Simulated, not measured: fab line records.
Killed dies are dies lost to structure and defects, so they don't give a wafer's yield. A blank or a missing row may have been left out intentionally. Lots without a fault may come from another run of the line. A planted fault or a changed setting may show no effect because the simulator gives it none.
Struck lot and sound lot, side by side -- flow gf180mcu -- 17 steps out of a route of 602
Sound: wafers L910.4, L910.5, L910.6. Struck: wafer L919.6 (left out: L919.1, L919.5 of the same lot, which were not struck); the cause appears at the end.
At each step with rows: each side's tool, then ch and its chambers, then its first start. Under that, the readings that differ: sound wafers -- struck wafers -- difference of the means -- sigmas: that difference in standard deviations of wafers without a fault.
alike: same words and numbers on both sides, and readings whose means sit less than 2 such deviations apart. not compared: any withheld reading, any reading some wafer has no value for, any bound like >300 that may hide the same value, and any number with overlapping values for which the record gives no deviation.
A row with sigmas, a row that says differs or no value, or rows on one side alone: a step with any of these is where the two part. Non-overlapping numbers with no deviation appear without sigmas and do not part them. A reading that every wafer of one side lacks parts them only if that side has two wafers or more.

first, 3 steps without rows for these wafers: GF_V4_EXPOSE_11 (exposes mask Via4, target cd 260 nm); GF_V4_PEB_12 (peb time 90 s); GF_V4_DEVELOP_13 (develop time 60 s).
GF_V4_CD_MEAS_14 targets a cd of 260 nm.
  struck on cd_sem-01, day 28 01:13; sound on cd_sem-02, day 24 18:53
  alike: cd_nm
GF_V4_OVL_MEAS_15:
  struck on overlay-02, day 28 01:20; sound on overlay-02, day 24 18:57
reading,sound,struck,difference,sigmas
V4_OVL (nm),7 2 6,-7,-12,-2
GF_V4_ETCH_16: etches BARC in N2/H2.
  sound on rie_diel-04 ch 1,2, day 24 18:58; struck on rie_diel-01 ch 2, day 28 01:22
  alike: drypump_motor_current_A, oes_product_au, throttle_valve_pct
GF_V4_ETCH_17: etches SiO2 in C4F8/O2/Ar, stops on TiN, target depth 630 nm.
  sound on rie_diel-04 ch 1,2; struck on rie_diel-01 ch 2
  alike: oes_product_au
GF_V4_STRIP_18: strips in O2/N2.
  sound on plasma_asher-03 ch 0,1, day 24 19:08; struck on plasma_asher-02 ch 1, day 28 01:30
  alike: drypump_motor_current_A, heater_power_w, oes_product_au
  not compared: rf_hours_counter_h
then, 2 steps without rows for these wafers: GF_V4_STRIP_19 (strips in post etch residue remover, time 1200 s); GF_V4_CLEAN_20 (cleans in DIW).
GF_V4_SPUTTER_21: material Ti, target thk 15 nm, time 80.02 s.
  struck on pvd_sputter-03, day 28 02:04; sound on pvd_sputter-03, day 24 19:38
  alike: throttle_valve_pct
then, 1 step without rows for these wafers: GF_V4_SPUTTER_22 (material TiN, target thk 10 nm, time 40 s).
GF_V4_CVD_23: deposits W, target thk 350 nm, time 104.9 s.
  sound on cvd_w-02 ch 0,1, day 24 19:46; struck on cvd_w-02 ch 0, day 28 02:10
reading,sound,struck,difference,sigmas
chamber_pressure_Torr (Torr),39.90 40.02 39.85,47.10,+7.18,+79
model.W_of_V4_CVD_23.thk_nm (nm),361.9 357.8 349,386.7,+30.5,
  alike: heater_power_w
GF_V4_RS_MEAS_24: the measuring method here is four-point-probe.
  struck on film_metro-01, day 28 02:17; sound on film_metro-02, day 24 19:55
reading,sound,struck,difference,sigmas
V4_W_RS (ohm/sq),0.316 0.319 0.328,0.296,-0.025,-5
GF_V4_THK_MEAS_25: measures by xrf.
  struck on film_metro-01, day 28 02:24; sound on film_metro-02, day 24 20:00
reading,sound,struck,difference,sigmas
V4_W_THK (nm),366 362 352,388,+28,+4
GF_V4_CMP_26: polishes, stops on SiO2, t overpolish 15 s, target thk 0 nm.
  sound on cmp-01 ch 0,1,3, day 24 20:08; struck on cmp-01 ch 2, day 28 02:34
  alike: motor_current_A
-- the record jumps here: 4 days lie between the struck wafers' starts before and after (it left off in module V4 and takes up again in module PASSIVATION, whose first step shown is number 602 of the route) --
GF_PASSIVATION_PROBE_99:
  record: rows for the struck wafers here (prober-02, day 32 05:01), none for the sound ones

== WHERE THEY PART ==
Earliest at GF_V4_OVL_MEAS_15; latest, in this record, at GF_PASSIVATION_PROBE_99.

WHY: the cause the simulator had injected
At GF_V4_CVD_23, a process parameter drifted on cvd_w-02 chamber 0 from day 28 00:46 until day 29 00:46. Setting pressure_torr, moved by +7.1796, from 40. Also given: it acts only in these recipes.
